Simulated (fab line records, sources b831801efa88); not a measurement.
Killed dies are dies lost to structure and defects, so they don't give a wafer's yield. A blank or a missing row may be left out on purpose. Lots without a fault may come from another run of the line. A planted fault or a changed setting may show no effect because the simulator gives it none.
Tool commonality check | flow gf180mcu | 12 lots, 36 wafers sampled

WHY IT WAS OPENED
At GF_TOP_METAL_OVL_MEAS_15 the reading TOP_METAL_OVL is flagged on 2 of 12 lots. Wafers without a fault read 0.8 nm, standard deviation 1.3.
Rule: a lot is flagged when every wafer of it that has a number lies more than 4 standard deviations from that mean, or none has a number. The other lots count as sound.

lot  | measured     | on         | TOP_METAL_OVL (nm), wafer by wafer | flag
L177 | day 28 22:36 | overlay-01 | 1.1 0.2 -1.3                       |
L176 | day 29 03:16 | overlay-02 | -0.6 1.7 0.1                       |
L180 | day 29 06:03 | overlay-01 | 0.8 0.1 1.1                        |
L181 | day 29 06:29 | overlay-02 | 1.9 1.0 -1.8                       |
L182 | day 29 11:34 | overlay-02 | 3.6 2.8 2.3                        |
L185 | day 30 12:36 | overlay-01 | -1.0 -0.2 -0.7                     |
L186 | day 30 15:27 | overlay-01 | 3.3 2.0 1.6                        |
L187 | day 30 21:48 | overlay-02 | 3.3 0.7 3.9                        |
L188 | day 31 02:28 | overlay-02 | 0.4 0.8 -0.6                       |
L191 | day 32 06:19 | overlay-02 | 163.5 163.7 162.1                  | FLAGGED
L195 | day 33 01:05 | overlay-01 | 161.5 162.0 162.3                  | FLAGGED
L197 | day 33 13:28 | overlay-02 | 0.2 1.3 1.6                        |
The numbers of the flagged lots are 162.5 nm on average: +161.7 nm against the usual, or +99 or more standard deviations.

WHICH TOOL RAN EACH LOT
The record holds 3 process steps before the reading, out of a route of 602 steps. In each cell: the tool, then ch and the chambers that the sampled wafers went through, then the start.
lot  | flag    | GF_V4_ETCH_16                      | GF_TOP_METAL_SPUTTER_03      | GF_TOP_METAL_EXPOSE_11
L177 |         | rie_diel-03 ch 1,3, day 25 01:35   | pvd_sputter-03, day 28 01:16 | iline_stepper-02 ch 0, day 28 11:54
L176 |         | rie_diel-03 ch 1,2,3, day 25 05:50 | pvd_sputter-02, day 28 05:57 | iline_stepper-02 ch 0, day 28 16:30
L180 |         | rie_diel-01 ch 1,3, day 25 07:56   | pvd_sputter-03, day 28 08:13 | iline_stepper-01 ch 0, day 28 19:24
L181 |         | rie_diel-04 ch 1,2, day 25 09:59   | pvd_sputter-02, day 28 08:53 | iline_stepper-02 ch 0, day 28 20:02
L182 |         | rie_diel-03 ch 0,1,2, day 25 16:38 | pvd_sputter-04, day 28 14:11 | iline_stepper-02 ch 0, day 29 01:16
L185 |         | rie_diel-04 ch 2,3, day 26 20:11   | pvd_sputter-02, day 29 18:04 | iline_stepper-02 ch 0, day 30 03:44
L186 |         | rie_diel-04 ch 0,2, day 26 22:50   | pvd_sputter-04, day 29 20:47 | iline_stepper-01 ch 0, day 30 06:08
L187 |         | rie_diel-04 ch 0,2, day 27 06:47   | pvd_sputter-04, day 30 03:59 | iline_stepper-01 ch 0, day 30 13:20
L188 |         | rie_diel-03 ch 0,3, day 27 13:56   | pvd_sputter-03, day 30 08:56 | iline_stepper-01 ch 0, day 30 18:08
L191 | FLAGGED | rie_diel-01 ch 0,1,2, day 29 00:47 | pvd_sputter-04, day 31 13:52 | iline_stepper-02 ch 0, day 31 22:05
L195 | FLAGGED | rie_diel-01 ch 0,1,2, day 29 23:47 | pvd_sputter-02, day 32 09:26 | iline_stepper-02 ch 0, day 32 17:16
L197 |         | rie_diel-04 ch 0,1,3, day 30 13:56 | pvd_sputter-02, day 32 22:49 | iline_stepper-01 ch 0, day 33 06:01
What these steps do:
- GF_V4_ETCH_16: etches BARC in N2/H2.
- GF_TOP_METAL_SPUTTER_03: material Ti, target thk 5 nm, time 3.3 s.
- GF_TOP_METAL_EXPOSE_11: exposes mask MetalTop, target cd 440 nm.
- GF_TOP_METAL_OVL_MEAS_15

FLAGGED OVER TOTAL, TOOL BY TOOL (the gauges that took the reading come last)
step                     | tool             | lots run | flagged | share of the flagged lots | sound lots run after its first flagged lot
GF_V4_ETCH_16            | rie_diel-01      | 3        | 2       | all                       | 0
GF_V4_ETCH_16            | rie_diel-03      | 4        | 0       | none                      | -
GF_V4_ETCH_16            | rie_diel-04      | 5        | 0       | none                      | -
GF_TOP_METAL_SPUTTER_03  | pvd_sputter-02   | 5        | 1       | some                      | 1 (L197)
GF_TOP_METAL_SPUTTER_03  | pvd_sputter-03   | 3        | 0       | none                      | -
GF_TOP_METAL_SPUTTER_03  | pvd_sputter-04   | 4        | 1       | some                      | 0
GF_TOP_METAL_EXPOSE_11   | iline_stepper-01 | 5        | 0       | none                      | -
GF_TOP_METAL_EXPOSE_11   | iline_stepper-02 | 7        | 2       | all                       | 0
GF_TOP_METAL_OVL_MEAS_15 | overlay-01       | 5        | 1       | some                      | 0
GF_TOP_METAL_OVL_MEAS_15 | overlay-02       | 7        | 1       | some                      | 1 (L197)

WHAT THE TABLE ALLOWS
2 rows of the table ran every flagged lot: rie_diel-01 at GF_V4_ETCH_16, iline_stepper-02 at GF_TOP_METAL_EXPOSE_11.
- rie_diel-01 at GF_V4_ETCH_16: 2 of its 3 lots flagged. Its last sound lot is L180 (day 25 07:56), its first flagged lot L191 (day 29 00:47): a fault that began between those two fits.
- iline_stepper-02 at GF_TOP_METAL_EXPOSE_11: 2 of its 7 lots flagged. Its last sound lot is L185 (day 30 03:44), its first flagged lot L191 (day 31 22:05): a fault that began between those two fits.
Counting lots can't tell these 2 tools apart, because each fits a fault that began at some hour. More lots, or a look at what each step does to the wafer, might.

WHAT THE SIMULATOR HAD PUT IN
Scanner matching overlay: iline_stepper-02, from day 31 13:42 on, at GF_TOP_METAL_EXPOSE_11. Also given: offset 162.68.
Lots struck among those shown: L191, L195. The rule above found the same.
